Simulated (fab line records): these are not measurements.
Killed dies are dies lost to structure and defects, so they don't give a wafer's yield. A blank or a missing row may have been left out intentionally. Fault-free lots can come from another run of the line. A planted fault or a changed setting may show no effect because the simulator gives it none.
Lot-split experiment    flow sky130    on a route of 708 steps: 5 lots, 23 wafers read

## ON THE SPLIT
At SKY_NWELL_IMPLANT_24, the setting doseCm2 was moved away from the recipe's 9.2e+12 on 12 of the 23 wafers read, by -5.6% to +6.5%. For the rest of the wafers, this setting stayed at what the recipe calls for.

## THE PATH FROM SPLIT TO READING: the file shows 1 step between them
- SKY_NWELL_STRIP_25: strips in O2/N2

## THE READING
NWELL_2_TW, at SKY_NWELL_TW_MEAS_26. Fault-free wafers of this fab line usually give 493, standard deviation 3.8.

wafer   tool, chamber at the split  doseCm2 as run  against the recipe  NWELL_2_TW  against lot-mates on the recipe
L074.1  implanter-03, 0             9.2e+12         recipe              494         -
L074.2  implanter-03, 0             9.581e+12       +4.1%               499         +6
L074.3  implanter-03, 0             9.581e+12       +4.1%               500         +6
L074.4  implanter-03, 0             9.581e+12       +4.1%               500         +6
L074.5  implanter-03, 0             9.2e+12         recipe              493         -
L076.1  implanter-03, 0             8.681e+12       -5.6%               483         -11
L076.2  implanter-03, 0             9.2e+12         recipe              494         -
L076.3  implanter-03, 0             9.2e+12         recipe              494         -
L076.5  implanter-03, 0             8.681e+12       -5.6%               485         -9
L076.6  implanter-03, 0             8.681e+12       -5.6%               486         -8
L079.1  implanter-02, 0             9.2e+12         recipe              494         -
L079.3  implanter-02, 0             9.2e+12         recipe              492         -
L079.5  implanter-02, 0             9.2e+12         recipe              493         -
L082.1  implanter-04, 0             9.2e+12         recipe              496         -
L082.2  implanter-04, 0             9.8e+12         +6.5%               505         +10
L082.4  implanter-04, 0             9.8e+12         +6.5%               506         +11
L082.5  implanter-04, 0             9.8e+12         +6.5%               504         +9
L082.6  implanter-04, 0             9.2e+12         recipe              494         -
L084.1  implanter-04, 0             9.514e+12       +3.4%               486         +3
L084.2  implanter-04, 0             9.514e+12       +3.4%               486         +3
L084.4  implanter-04, 0             9.514e+12       +3.4%               486         +3
L084.5  implanter-04, 0             9.2e+12         recipe              483         -
L084.6  implanter-04, 0             9.2e+12         recipe              483         -

FIT RESULTS
A straight line over all 23 wafers: NWELL_2_TW changes by +1.39 for each +1% of doseCm2; r = +0.69; the points scatter about the line by 5.4.
The same after taking each lot's own level away (the mean of its wafers on the recipe; 23 wafers): +1.52 for each +1%; r = +0.98; scatter 1.1.
On that fit, the largest move of doseCm2 shifts the reading by 9.9.
The lots' own levels span 483.0 to 495.0, that is 3.2 times the standard deviation above.
So the lot-to-lot level blurs the effect unless lot-mates are compared.
Check: with one of the wafers moved furthest among these (+6.5%) left out of the fit, the line predicts +9.45 for it against its lot-mates. It came out at +10 against them.

## OTHER SPLITS APPLIED TO THESE WAFERS
Other splits were also applied to these wafers ahead of the reading. Each is held against what the fit with the lots' levels taken away leaves over:
other split on the same wafers      wafers away from the commonest value  r with NWELL_2_TW (lot level and that fit taken away)
SKY_FIELD_ISO_OXIDATION_01 tempC    15                                    -0.29
SKY_FIELD_ISO_ETCH_15 timeS         4                                     +0.09
SKY_FIELD_ISO_OXIDATION_22 oxTimeS  10                                    -0.33
SKY_NWELL_OXIDATION_01 tempC        5                                     +0.22
SKY_PWDE_SOFTBAKE_03 tempC          7                                     +0.15
SKY_NWELL_COAT_05 spinRpm           7                                     -0.36
SKY_NWELL_IMPLANT_13 energyKev      8                                     -0.06
SKY_NWELL_COAT_18 resistThkNm       9                                     -0.19

## THE FILE'S OWN FIT
NWELL_2_TW changes by +1.51 for each +1% of doseCm2, r = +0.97.
